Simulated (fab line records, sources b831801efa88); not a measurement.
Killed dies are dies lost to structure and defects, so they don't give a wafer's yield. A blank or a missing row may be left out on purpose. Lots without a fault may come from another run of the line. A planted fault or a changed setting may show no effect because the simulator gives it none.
fab line records | flow sky130
record lots=6 wafers=18 last_day=50
route steps=708 shown VIA3@593 METAL4@598 CAP2M@603
lots that met no fault: from a run of the same line without faults
start_h: hours from the record's first day to the start of the lot's first wafer shown | wait_h: hours since the lot's step before | " the same as in the row above | L1.1+2: a row that stands for several wafers | - no value, or no start given | * or withheld: withheld | < > ~ a bound
route shown NAME@n: a module of which the file shows steps, and the number in the route of the first | usual: mean/standard deviation of fault-free wafers | same: alike in all rows | chamber/n: place in a boat | sites: the reading at each site | _std_site: their standard deviation | _edge_site: outer sites' mean less inner sites' | radius_mm: how far each site lies from the wafer's centre | mask NAME#n: copy n | behind: the tool/chamber that last shaped the wafer | hold: why the lot was held/for how many hours/how that ended | device: the transistor (n, p or np) that didn't switch | end of line: the same wafers' tests at the end of the route | a step without rows: its recipe alone | killed: dies lost to structure and defects at the first sort, not the wafer's yield | map: a wafer's dies, x killed, . not, _ none there
set.NAME: the setting as run; set.NAME@STEP: as run at that earlier step | model.NAME: the simulator's own value behind a step, which no gauge read
lots at some steps of the route; a table a step, a row a wafer
services: from which hour (start_h, from the record's first day; less than 0 if before it) a tool's chamber was out of use, for how many hours, and why
## steps
# step SKY_VIA3_SPUTTER_20
# recipe material=TiN target_thk_nm=20 chamber_pressure_pa=5 power_w=4000 time_s=80
# step SKY_VIA3_CVD_21
# recipe material=W target_thk_nm=390 time_s=117.31 temp_c=400 pressure_torr=40
# usual chamber_pressure_Torr=39.99/0.096 heater_power_outer_w=580/69 heater_power_w=921/93
# same time_s=117.31
# columns lot.wafer tool chamber start_h wait_h chamber_pressure_Torr heater_power_outer_w heater_power_w
L307.3 cvd_w-01 0 987.08 0.1 40.08 605 944
L307.5 " 1 " " 40.01 474 796
L307.6 " 0 " " 40.06 614 935
L309.1 cvd_w-02 1 999.35 0.0 40.13 659 1005
L309.2 " 0 " " 39.99 636 1032
L309.6 " 1 " " 40.02 641 1015
L312.1 cvd_w-01 1 1019.24 0.0 39.97 483 801
L312.3 " 0 " " 40.16 610 950
L312.5 " 0 " " 39.97 617 943
L315.1 cvd_w-01 1 1044.00 0.0 39.99 481 803
L315.5 " 0 " " 39.83 623 943
L315.6 " 1 " " 39.93 489 795
L316.3 cvd_w-01 0 1045.01 0.1 40.08 603 957
L316.4 " 1 " " 39.83 487 807
L316.5 " 0 " " 40.09 589 909
L322.1 cvd_w-02 0 1085.57 0.0 40.19 642 1024
L322.3 " 1 " " 39.85 650 1004
L322.4 " 0 " " 40.10 644 985
# step SKY_VIA3_RS_MEAS_22
# recipe thk_meas_gauge=four-point-probe reads=W_of_VIA3_CVD_21+TiN_of_VIA3_SPUTTER_20
# usual VIA3_W_RS=0.293/0.0038
# columns lot.wafer tool chamber start_h wait_h VIA3_W_RS[ohm/sq]
L307.3 film_metro-03 - 987.20 0.1 0.295
L307.5 " - " " 0.300
L307.6 " - " " 0.295
L309.1 film_metro-02 - 999.47 0.1 0.290
L309.2 " - " " 0.296
L309.6 " - " " 0.286
L312.1 film_metro-04 - 1019.36 0.1 0.298
L312.3 " - " " 0.292
L312.5 " - " " 0.293
L315.1 film_metro-04 - 1044.12 0.1 0.298
L315.5 " - " " 0.292
L315.6 " - " " 0.297
L316.3 film_metro-04 - 1045.13 0.1 0.287
L316.4 " - " " 0.293
L316.5 " - " " 0.291
L322.1 film_metro-04 - 1085.69 0.1 0.294
L322.3 " - " " 0.291
L322.4 " - " " 0.291
# step SKY_VIA3_THK_MEAS_23
# recipe thk_meas_gauge=xrf reads=W_of_VIA3_CVD_21
# usual VIA3_W_THK=392/6.4
# columns lot.wafer tool chamber start_h wait_h VIA3_W_THK[nm]
L307.3 film_metro-03 - 987.30 0.1 383
L307.5 " - " " 377
L307.6 " - " " 386
L309.1 film_metro-02 - 999.59 0.1 399
L309.2 " - " " 392
L309.6 " - " " 406
L312.1 film_metro-04 - 1019.48 0.1 386
L312.3 " - " " 393
L312.5 " - " " 388
L315.1 film_metro-04 - 1044.24 0.1 388
L315.5 " - " " 393
L315.6 " - " " 386
L316.3 film_metro-04 - 1045.23 0.1 401
L316.4 " - " " 392
L316.5 " - " " 393
L322.1 film_metro-04 - 1085.81 0.1 389
L322.3 " - " " 394
L322.4 " - " " 392
# step SKY_VIA3_CMP_24
# recipe stop_on=SiO2 t_overpolish_s=20 down_force_psi=3.5 platen_rpm=60 target_thk_nm=0 pad_velocity_m_s=0.94248
# usual motor_current_A=11.7/1.1 overpolish_run_s=20.000/0.0091 slurry_flow_ml_min=150.0/0.42 time_to_endpoint_s=95/3.7
# same t_overpolish_s=20
# columns lot.wafer tool chamber start_h wait_h motor_current_A overpolish_run_s slurry_flow_ml_min time_to_endpoint_s
L307.3 cmp-01 0 987.44 0.1 12.9 20.005 150.2 95
L307.6 " 2 " " 10.0 19.984 149.7 91
L307.5 " 3 " " 10.5 20.005 149.9 93
L309.2 cmp-01 2 999.82 0.2 10.1 20.000 149.7 95
L309.1 " 3 " " 10.2 20.003 150.5 100
L309.6 " 2 " " 10.5 19.992 149.5 95
L312.1 cmp-02 2 1019.54 0.1 12.9 20.003 150.1 91
L312.3 " 3 " " 11.5 20.002 149.9 94
L312.5 " 3 " " 11.0 20.006 149.8 92
L315.1 cmp-01 3 1044.35 0.1 10.5 19.998 150.5 91
L315.6 " 2 " " 10.3 19.997 150.4 87
L315.5 " 3 " " 10.4 19.993 150.5 95
L316.4 cmp-01 2 1045.32 0.1 10.2 20.004 149.7 84
L316.3 " 3 " " 9.9 20.010 149.6 90
L316.5 " 2 " " 10.3 19.995 149.9 87
L322.3 cmp-02 2 1085.87 0.0 13.4 20.004 150.3 92
L322.4 " 3 " " 11.3 19.998 149.7 95
L322.1 " 1 " " 11.0 19.986 149.9 97
# step SKY_METAL4_SPUTTER_00
# recipe material=Ti target_thk_nm=15 power_w=3000 time_s=10 chamber_pressure_pa=0.4
# step SKY_METAL4_SPUTTER_01
# recipe material=TiN target_thk_nm=20 power_w=6500 time_s=16.7 chamber_pressure_pa=0.4
# step SKY_METAL4_SPUTTER_02
# recipe material=AlCu target_thk_nm=735 power_w=10600 time_s=39.1 chamber_pressure_pa=0.4
# usual cathode_dc_power_W=10600/1.9 chamber_pressure_pa=0.4000/0.00077 throttle_valve_pct=30.3/0.66
# same time_s=39.1
# columns lot.wafer tool chamber start_h wait_h cathode_dc_power_W chamber_pressure_pa throttle_valve_pct
L307.3 pvd_sputter-04 - 987.69 0.0 10599 0.4000 30.0
L307.5 " - " " 10602 0.4001 29.9
L307.6 " - " " 10598 0.4008 30.2
L309.1 pvd_sputter-02 - 1000.12 0.0 10600 0.4006 29.6
L309.2 " - " " 10598 0.3994 31.0
L309.6 " - " " 10599 0.4016 29.9
L312.1 pvd_sputter-04 - 1019.89 0.0 10598 0.4011 30.5
L312.3 " - " " 10602 0.3988 30.2
L312.5 " - " " 10596 0.3988 29.8
L315.1 pvd_sputter-03 - 1044.65 0.0 10599 0.3992 30.4
L315.5 " - " " 10601 0.4014 30.6
L315.6 " - " " 10600 0.3995 31.3
L316.3 pvd_sputter-02 - 1045.62 0.0 10601 0.4003 30.5
L316.4 " - " " 10598 0.3989 30.0
L316.5 " - " " 10600 0.4007 29.9
L322.1 pvd_sputter-02 - 1086.22 0.0 10598 0.4012 31.1
L322.3 " - " " 10596 0.4009 30.6
L322.4 " - " " 10599 0.4003 29.9
# step SKY_METAL4_SPUTTER_03
# recipe material=Ti target_thk_nm=5 power_w=3000 time_s=3.3 chamber_pressure_pa=0.4
# step SKY_METAL4_SPUTTER_04
# recipe material=TiN target_thk_nm=70 power_w=6500 time_s=58.3 chamber_pressure_pa=0.4
# step SKY_CAP2M_CVD_00
# recipe material=SiO2 target_thk_nm=15.5 temp_c=400 time_s=withheld rf_w=450
# usual heater_power_outer_w=433/54 heater_power_w=726/63
# columns lot.wafer tool chamber start_h wait_h heater_power_outer_w heater_power_w
L307.3 pecvd-04 1 987.79 0.0 485 769
L307.5 " 2 " " 444 763
L307.6 " 1 " " 473 795
L309.1 pecvd-03 1 1000.22 0.0 435 779
L309.2 " 0 " " 537 860
L309.6 " 1 " " 442 769
L312.1 pecvd-03 1 1020.00 0.0 361 673
L312.3 " 0 " " 547 870
L312.5 " 2 " " 370 621
L315.1 pecvd-01 1 1044.75 0.0 400 680
L315.5 " 0 " " 476 764
L315.6 " 2 " " 380 637
L316.3 pecvd-04 1 1045.73 0.0 490 767
L316.4 " 2 " " 348 636
L316.5 " 0 " " 494 781
L322.1 pecvd-03 2 1086.32 0.0 423 699
L322.3 " 0 " " 546 884
L322.4 " 0 " " 547 859
# step SKY_CAP2M_THK_MEAS_01
# recipe reads=SiO2_of_CAP2M_CVD_00
# usual CAP2M_CVD_00_THK=15.43/0.22
# columns lot.wafer tool chamber start_h wait_h CAP2M_CVD_00_THK[nm]
L307.3 film_metro-01 - 987.84 - 15.27
L307.5 " - " " 15.47
L307.6 " - " " 15.41
L309.1 film_metro-01 - 1000.24 - 15.46
L309.2 " - " " 15.52
L309.6 " - " " 15.83
L312.1 film_metro-03 - 1020.02 - 15.76
L312.3 " - " " 15.49
L312.5 " - " " 16.07
L315.1 film_metro-03 - 1044.77 - 15.13
L315.5 " - " " 15.53
L315.6 " - " " 15.35
L316.3 film_metro-04 - 1045.77 - 15.22
L316.4 " - " " 15.37
L316.5 " - " " 15.40
L322.1 film_metro-04 - 1086.34 - 15.25
L322.3 " - " " 15.39
L322.4 " - " " 15.40
# step SKY_CAP2M_SPUTTER_02
# recipe material=TiN target_thk_nm=200 temp_c=300 power_w=6500 time_s=166.7 chamber_pressure_pa=0.4
# usual cathode_dc_power_W=6500.0/1.2 chamber_pressure_pa=0.4001/0.00075 throttle_valve_pct=29.8/0.9 time_s=166.7/0
# columns lot.wafer tool chamber start_h wait_h cathode_dc_power_W chamber_pressure_pa throttle_valve_pct time_s
L307.3 pvd_sputter-02 - 987.88 0.0 6500.4 0.3990 31.1 166.7
L307.5 " - " " 6500.6 0.3995 29.9 166.7
L307.6 " - " " 6496.2 0.3991 30.4 166.7
L309.1 pvd_sputter-04 - 1000.30 0.1 6502.6 0.3990 30.4 166.7
L309.2 " - " " 6499.5 0.3993 29.0 166.7
L309.6 " - " " 6500.2 0.3999 29.9 166.7
L312.1 pvd_sputter-01 - 1020.08 0.1 6500.4 0.3994 30.7 166.7
L312.3 " - " " 6500.1 0.4011 29.0 166.7
L312.5 " - " " 6498.5 0.4000 27.8 166.7
L315.1 pvd_sputter-01 - 1044.83 0.1 - - - -
L315.5 " - " " - - - -
L315.6 " - " " - - - -
L316.3 pvd_sputter-01 - 1045.81 0.0 - - - -
L316.4 " - " " - - - -
L316.5 " - " " - - - -
L322.1 pvd_sputter-04 - 1086.40 0.1 6500.1 0.4000 29.8 166.7
L322.3 " - " " 6500.2 0.4012 30.4 166.7
L322.4 " - " " 6499.6 0.3988 30.8 166.7
# step SKY_CAP2M_RS_MEAS_03
# recipe thk_meas_gauge=four-point-probe reads=TiN_of_CAP2M_SPUTTER_02
# usual CAP2M_TIN_RS=6.93/0.058
# columns lot.wafer tool chamber start_h wait_h CAP2M_TIN_RS[ohm/sq]
L307.3 film_metro-04 - 988.02 0.1 6.83
L307.5 " - " " 6.89
L307.6 " - " " 6.88
L309.1 film_metro-01 - 1000.41 0.1 6.96
L309.2 " - " " 6.94
L309.6 " - " " 6.92
L312.1 film_metro-04 - 1020.19 0.1 7.03
L312.3 " - " " 7.00
L312.5 " - " " 7.03
L315.1 film_metro-01 - 1044.96 0.1 -
L315.5 " - " " -
L315.6 " - " " -
L316.3 film_metro-01 - 1045.97 0.1 -
L316.4 " - " " -
L316.5 " - " " -
L322.1 film_metro-03 - 1086.51 0.1 6.91
L322.3 " - " " 6.92
L322.4 " - " " 6.90
# step SKY_CAP2M_THK_MEAS_04
# recipe thk_meas_gauge=xrf reads=TiN_of_CAP2M_SPUTTER_02
# usual CAP2M_TIN_THK=200.8/1.9
# columns lot.wafer tool chamber start_h wait_h CAP2M_TIN_THK[nm]
L307.3 film_metro-04 - 988.12 0.1 203.1
L307.5 " - " " 201.1
L307.6 " - " " 202.0
L309.1 film_metro-01 - 1000.53 0.1 202.0
L309.2 " - " " 202.4
L309.6 " - " " 202.8
L312.1 film_metro-04 - 1020.31 0.1 197.7
L312.3 " - " " 198.3
L312.5 " - " " 197.1
L315.1 film_metro-01 - 1045.08 0.1 <0.0
L315.5 " - " " <0.0
L315.6 " - " " <0.0
L316.3 film_metro-01 - 1046.07 0.1 <0.0
L316.4 " - " " <0.0
L316.5 " - " " <0.0
L322.1 film_metro-03 - 1086.63 0.1 201.4
L322.3 " - " " 201.9
L322.4 " - " " 201.4
# step SKY_CAP2M_DEHYDRATE_05
# recipe temp_c=200 time_s=60
# step SKY_CAP2M_HMDS_06
# recipe prime_time_s=60 prime_temp_c=120
# step SKY_CAP2M_COAT_07
# recipe resist=NOVOLAK spin_rpm=3000 resist_thk_nm=1140
# step SKY_CAP2M_SOFTBAKE_08
# recipe temp_c=90 time_s=60 resist=NOVOLAK
# step SKY_CAP2M_EXPOSE_09
# recipe mask_id=CAP2M na=0.6 source_shape=conventional sigma_outer=0.6 polarization=unpolarized target_cd_nm=1000 dose_mj=159
# step SKY_CAP2M_PEB_10
# recipe temp_c=withheld time_s=* resist=NOVOLAK
# step SKY_CAP2M_DEVELOP_11
# recipe resist=NOVOLAK developer=TMAH develop_time_s=60 dev_temp_c=23
# step SKY_CAP2M_OVL_MEAS_12
# usual CAP2M_OVL=-0.5/1.5
# columns lot.wafer tool chamber start_h wait_h CAP2M_OVL[nm]
L307.3 overlay-02 - 1011.04 0.1 -0.9
L307.5 " - " " 0.0
L307.6 " - " " -2.1
L309.1 overlay-02 - 1024.03 0.1 0.1
L309.2 " - " " 1.5
L309.6 " - " " 3.3
L312.1 overlay-01 - 1042.69 0.1 0.6
L312.3 " - " " 1.6
L312.5 " - " " -1.1
L315.1 overlay-01 - 1066.88 0.1 3.1
L315.5 " - " " 0.8
L315.6 " - " " 1.2
L316.3 overlay-02 - 1067.99 0.1 0.1
L316.4 " - " " -0.2
L316.5 " - " " 0.8
L322.1 overlay-01 - 1106.33 0.1 0.0
L322.3 " - " " -1.4
L322.4 " - " " -1.6
# step SKY_CAP2M_METAL_ETCH_13
# recipe target_depth_nm=220 stop_on=SiO2 chemistry=Cl2/BCl3 target=TiN pressure_mtorr=10 icp_w=900 bias_w=48.5 Cl2_flow_sccm=60 bcl3_flow_sccm=30 time_s=62.9
# usual drypump_motor_current_A=5.7/0.37 oes_product_au=0.940/0.0063 throttle_valve_pct=21.902/0.0096
# same time_s=62.9
# columns lot.wafer tool chamber start_h wait_h drypump_motor_current_A oes_product_au rf_hours_counter_h throttle_valve_pct
L307.3 rie_metal-01 1 1011.09 0.0 5.8 0.938 - 21.895
L307.5 " 0 " " 5.6 0.934 - 21.899
L307.6 " 1 " " 5.8 0.945 - 21.906
L309.1 rie_metal-03 0 1024.06 0.0 6.1 0.936 16 21.887
L309.2 " 1 " " 5.0 0.941 14 21.892
L309.6 " 0 " " 6.1 0.939 - 21.911
L312.1 rie_metal-04 0 1042.72 0.0 5.9 0.933 16 21.906
L312.3 " 0 " " 6.0 0.935 - 21.899
L312.5 " 1 " " 5.8 0.935 - 21.909
L315.1 rie_metal-03 1 1066.92 0.0 5.0 0.377 18 22.260
L315.5 " 1 " " 5.0 0.380 - 22.281
L315.6 " 0 " " 6.1 0.379 - 22.255
L316.3 rie_metal-04 0 1068.04 0.0 6.0 0.379 - 22.237
L316.4 " 1 " " 5.8 0.389 - 22.264
L316.5 " 1 " " 5.8 0.374 - 22.271
L322.1 rie_metal-04 0 1106.36 0.0 6.0 0.952 20 21.915
L322.3 " 1 " " 5.9 0.946 - 21.901
L322.4 " 0 " " 6.0 0.938 - 21.889
# step SKY_CAP2M_STRIP_14
# recipe chemistry=O2/N2 power_w=1400 pressure_mtorr=1500 platen_temp_c=withheld o2_flow_sccm=3000 n2_flow_sccm=300 overash_fraction=0.5
# usual drypump_motor_current_A=5.8/0.39 oes_product_au=0.710/0.0045 strip_time_to_endpoint_s=12.67/0.04
# columns lot.wafer tool chamber start_h wait_h drypump_motor_current_A oes_product_au rf_hours_counter_h strip_time_to_endpoint_s
L307.3 plasma_asher-04 1 1011.17 0.1 6.1 0.710 - 12.68
L307.5 " 1 " " 6.1 0.705 - 12.69
L307.6 " 0 " " 6.2 0.706 - 12.71
L309.1 plasma_asher-02 1 1024.14 0.1 5.7 0.701 29 12.68
L309.2 " 0 " " 6.1 0.714 29 12.64
L309.6 " 0 " " 6.1 0.713 - 12.62
L312.1 plasma_asher-04 1 1042.80 0.1 6.1 0.716 117 12.61
L312.3 " 0 " " 6.2 0.711 - 12.59
L312.5 " 0 " " 6.2 0.708 - 12.59
L315.1 plasma_asher-04 0 1066.99 0.1 6.2 0.705 0 12.68
L315.5 " 1 " " 6.1 0.709 - 12.68
L315.6 " 0 " " 6.2 0.722 - 12.66
L316.3 plasma_asher-04 0 1068.13 0.1 6.2 0.714 - 12.69
L316.4 " 1 " " 6.1 0.716 - 12.68
L316.5 " 0 " " 6.2 0.707 - 12.68
L322.1 plasma_asher-02 1 1106.44 0.1 5.7 0.712 37 12.62
L322.3 " 0 " " 6.1 0.713 - 12.64
L322.4 " 1 " " 5.7 0.704 - 12.66
## services
# columns tool chamber start_h hours kind
cmp-01 - 967.69 0.7 repair
cmp-02 - 971.85 2.5 repair
pvd_sputter-02 - 991.31 4.6 repair
pecvd-01 0 998.74 8.5 repair
cmp-02 - 999.34 0.9 repair
rie_metal-04 - 1010.11 2.8 pm
pvd_sputter-04 - 1011.24 4.4 repair
plasma_asher-04 - 1013.99 21.8 repair
rie_metal-01 - 1016.30 2.8 pm
pvd_sputter-04 - 1016.66 0.5 repair
rie_metal-04 - 1020.34 15.6 pm
cmp-01 - 1028.15 6.8 pm
cmp-02 - 1035.08 5.7 pm
cvd_w-01 0 1036.13 6.2 repair
cmp-02 - 1041.41 0.3 repair
pvd_sputter-02 - 1044.55 0.5 repair
pecvd-04 - 1053.01 5.5 pm
plasma_asher-04 - 1055.25 9.0 pm
pvd_sputter-01 - 1056.92 4.1 repair
cvd_w-02 - 1067.12 2.8 pm
cmp-02 - 1087.81 4.0 pm
plasma_asher-02 - 1102.10 2.7 repair
pvd_sputter-04 - 1103.35 14.7 repair
cvd_w-01 0 1104.99 5.2 repair
## key
first_sign step=SKY_CAP2M_SPUTTER_02 reading=tool_record direction=missing
effect step=SKY_CAP2M_RS_MEAS_03 reading=CAP2M_TIN_RS direction=missing
effect step=SKY_CAP2M_THK_MEAS_04 reading=CAP2M_TIN_THK direction=down sigmas=99+ usual=200.8 struck=<0.0
effect step=SKY_CAP2M_METAL_ETCH_13 reading=oes_product_au direction=down sigmas=89 usual=0.940 struck=0.380
met_at SKY_CAP2M_SPUTTER_02
struck_wafers L315.1,L315.5,L315.6,L316.3,L316.4,L316.5
later_rows_left_out L315.1,L315.5,L315.6,L316.3,L316.4,L316.5
sort_left_out L315.1,L315.5,L315.6,L316.3,L316.4,L316.5
onset_between 1020.08 1044.83
fault kind=skipped_step_whole tool=pvd_sputter-01 chamber=- onset_h=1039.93 steps=SKY_CAP2M_SPUTTER_02 scope=struck_lots_only
# sort_left_out: the simulated sort isn't trusted on such a fault, so these wafers' sort isn't shown, and their yield isn't known
# later_rows_left_out: the simulator's readings of these wafers behind a module that went badly wrong aren't trusted and aren't shown, but for the sort
